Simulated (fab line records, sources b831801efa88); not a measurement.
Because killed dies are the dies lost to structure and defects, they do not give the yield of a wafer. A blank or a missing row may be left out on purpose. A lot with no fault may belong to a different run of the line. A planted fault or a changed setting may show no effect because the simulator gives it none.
Matching of chambers    flow sky130    rieDiel-01 running SKY_SONOS_ONO_ETCH_15: 4 sister chambers
The step etches the open film in CHF3/O2, target depth 19.52 nm, time 7.8 s. 4 wafers are shown with their chamber, then 9 later ones without.

## WAFERS WITH THEIR CHAMBER
wafer   chamber  drypumpMotorCurrentA (A)
L083.3  2        5.6
L083.5  1        6.5
L084.1  0        5.4
L084.6  3        6.3

## WAFERS WHOSE CHAMBER IS MISSING
wafer   drypumpMotorCurrentA (A)
L085.1  5.4
L085.3  5.6
L085.5  5.4
L095.1  6.3
L095.3  5.4
L095.4  6.6
L097.1  6.3
L097.3  5.4
L097.4  6.5

## CHAMBER TAKEN BY EACH
wafer   from the rows above  in truth
L085.1  0                    0
L085.3  2                    2
L085.5  0                    0
L095.1  3                    3
L095.3  0                    0
L095.4  1                    1
L097.1  3                    3
L097.3  0                    0
L097.4  1                    1
Placed correctly: 9 of 9. Can't be placed from these rows: 0. Placed wrongly: 0.
How it was worked out, from the rows above alone: a wafer's distance from a chamber is the root of the sum, over the readings, of the square of ((its reading less the chamber's mean) divided by the reading's scatter). If the next closest chamber is less than 2 further off than the closest, the wafer can't be placed; otherwise it belongs to the closest. A chamber's mean is the mean of its shown wafers. The scatter (one wafer shown for each chamber): square how far every hidden wafer sits from the nearest shown wafer, average those squares and take the square root.
